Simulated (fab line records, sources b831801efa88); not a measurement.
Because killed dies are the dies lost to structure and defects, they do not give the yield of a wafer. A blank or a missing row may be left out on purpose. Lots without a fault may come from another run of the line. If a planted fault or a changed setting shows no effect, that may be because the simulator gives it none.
Comparing a struck lot with a sound one / flow gf180mcu / 33 out of 602 route steps
Sound: wafers L353.2, L353.3, L353.4. Wafers L350.2, L350.4, L350.5 were the ones struck. Last of all comes the cause.
Each step with rows lists, per side, the tool, then ch with its chambers, then its first start. Under that, the readings that differ: sound wafers / struck wafers / difference of the means / sigmas: that difference in standard deviations of wafers without a fault.
alike: a reading whose means differ by less than 2 such deviations, as well as words and numbers matching on both sides. not compared: withheld readings; readings where some wafer has no value; bounds like >300 that might hide an equal value; numbers whose values overlap and for which the record gives no deviation.
The two part at a step that has a row with sigmas, a row that says differs or no value, or rows on one side only. Numbers that have no deviation but don't overlap get no sigmas and don't part them. A reading that every wafer of one side lacks parts them only if that side has two wafers or more.

first, 2 steps without rows for these wafers: GF_M4_PEB_12 (peb time 90 s); GF_M4_DEVELOP_13 (develop time 60 s).
GF_M4_CD_MEAS_14: the cd target is 280 nm.
  sound: cd_sem-02 at day 27 20:44; struck: cd_sem-02 at day 27 01:05
reading=cd_nm (nm); sound=281.6 282.2 281.1; struck=279.0 278.7 277.9; difference=-3.1; sigmas=-2
GF_M4_OVL_MEAS_15:
  sound: overlay-01 at day 27 20:50; struck: overlay-01 at day 27 01:11
reading=M4_OVL (nm); sound=-5 -4 -10; struck=-14 -18 -16; difference=-10; sigmas=-2
GF_M4_METAL_ETCH_16: etches the open film in Cl2/BCl3, stops on SiO2, target depth 627.5 nm, time 104.6 s.
  sound on rie_metal-02 ch 0,1, day 27 20:52; struck on rie_metal-04 ch 0,1, day 27 01:13
  alike: drypump_motor_current_A, oes_product_au, throttle_valve_pct
  not compared: rf_hours_counter_h
GF_M4_STRIP_17: strips in O2/N2.
  sound on plasma_asher-01 ch 0,1, day 27 20:59; struck on plasma_asher-01 ch 0,1, day 27 01:20
  alike: drypump_motor_current_A, heater_power_w, oes_product_au, strip_time_to_endpoint_s
  not compared: rf_hours_counter_h
then, 3 steps without rows for these wafers: GF_M4_STRIP_18 (strips in post etch residue remover, time 1200 s); GF_M4_CLEAN_19 (cleans in DIW); GF_V4_CVD_00 (deposits SiO2, target thk 600 nm, time 100 s).
GF_V4_THK_MEAS_01:
  sound: film_metro-04 at day 27 21:38; struck: film_metro-01 at day 27 01:59
  alike: V4_CVD_00_THK
GF_V4_CVD_02: deposits SiO2 from TEOS, target thk 850 nm, time 94.851 s.
  sound on pecvd-02 ch 1,2, day 27 21:41; struck on pecvd-02 ch 0,1,2, day 27 02:02
  alike: heater_power_w
GF_V4_THK_MEAS_03:
  sound: film_metro-04 at day 27 21:46; struck: film_metro-01 at day 27 02:07
  alike: V4_CVD_02_THK
GF_V4_CMP_04: polishes SiO2.
  sound on cmp-02 ch 0,2,3, day 27 21:49; struck on cmp-01 ch 0,1,2, day 27 02:10
  no value came back on the struck wafers for edge_zone_pressure_frac, head_pressure_psi (psi), motor_current_A (A), time_to_endpoint_s (s); on the sound wafers edge_zone_pressure_frac reads 0.999 1.003 0.992
reading=model.SiO2_of_V4_CVD_02.thk_nm (nm); sound=632.4 632.2 632.9; struck=840.8 853.8 857.4; difference=+218.2; sigmas=
GF_V4_BOW_MEAS_05:
  sound: film_metro-02 at day 27 22:08; struck: film_metro-02 at day 27 02:29
  alike: V4_BOW
then, 8 steps without rows for these wafers: GF_V4_DEHYDRATE_06 (time 60 s); GF_V4_HMDS_07 (prime time 60 s); GF_V4_COAT_08; GF_V4_COAT_09 (resist thk 1000 nm); GF_V4_SOFTBAKE_10 (time 60 s); GF_V4_EXPOSE_11 (exposes mask Via4, target cd 260 nm); GF_V4_PEB_12 (peb time 90 s); GF_V4_DEVELOP_13 (develop time 60 s).
GF_V4_CD_MEAS_14: the cd target is 260 nm.
  sound: cd_sem-01 at day 28 17:40; struck: cd_sem-02 at day 27 22:29
  alike: cd_nm
GF_V4_OVL_MEAS_15:
  sound: overlay-02 at day 28 17:46; struck: overlay-01 at day 27 22:36
  alike: V4_OVL
then, 1 step without rows for these wafers: GF_V4_ETCH_16 (etches BARC in N2/H2).
GF_V4_ETCH_17: etches SiO2 in C4F8/O2/Ar, stops on TiN, target depth 630 nm.
  sound on rie_diel-01 ch 1,2,3; struck on rie_diel-04 ch 1,2
reading=oes_product_au (a.u.); sound=0.857 0.854 0.853; struck=1.611 1.622 1.610; difference=+0.760; sigmas=+99 or more
reading=model.V4.feature_depth_nm (nm); sound=632.4 632.2 632.9; struck=820.6 816.7 809.6; difference=+183.1; sigmas=
reading=model.etch.depth_nm (nm); sound=632.4 632.2 632.9; struck=820.6 816.7 809.6; difference=+183.1; sigmas=
GF_V4_STRIP_18: strips in O2/N2.
  sound on plasma_asher-03 ch 0,1, day 28 17:56; struck on plasma_asher-01 ch 0,1, day 27 22:46
  alike: drypump_motor_current_A, heater_power_w, oes_product_au
  not compared: rf_hours_counter_h
then, 2 steps without rows for these wafers: GF_V4_STRIP_19 (strips in post etch residue remover, time 1200 s); GF_V4_CLEAN_20 (cleans in DIW).
GF_V4_SPUTTER_21: material Ti, target thk 15 nm, time 80.02 s.
  sound: pvd_sputter-03 at day 28 18:29; struck: pvd_sputter-03 at day 27 23:25
  alike: cathode_dc_power_W, throttle_valve_pct
then, 2 steps without rows for these wafers: GF_V4_SPUTTER_22 (material TiN, target thk 10 nm, time 40 s); GF_V4_CVD_23 (deposits W, target thk 350 nm, time 104.9 s).
GF_V4_CMP_26: polishes, stops on SiO2, t overpolish 15 s, target thk 0 nm.
  sound on cmp-01 ch 1,2,3, day 28 18:55; struck on cmp-01 ch 0,2,3, day 27 23:51
reading=model.SiO2_of_V4_CVD_02.thk_nm (nm); sound=628.6 628.4 629.2; struck=837 850 853.6; difference=+218; sigmas=
  alike: edge_zone_pressure_frac, head_pressure_psi, motor_current_A

## WHERE THEY PART
Earliest at GF_M4_CD_MEAS_14; latest, in this record, at GF_V4_ETCH_17. Later steps at which nothing parts them and some readings are alike: GF_V4_STRIP_18, GF_V4_SPUTTER_21, GF_V4_CMP_26.

WHY: what had been put in by the simulator
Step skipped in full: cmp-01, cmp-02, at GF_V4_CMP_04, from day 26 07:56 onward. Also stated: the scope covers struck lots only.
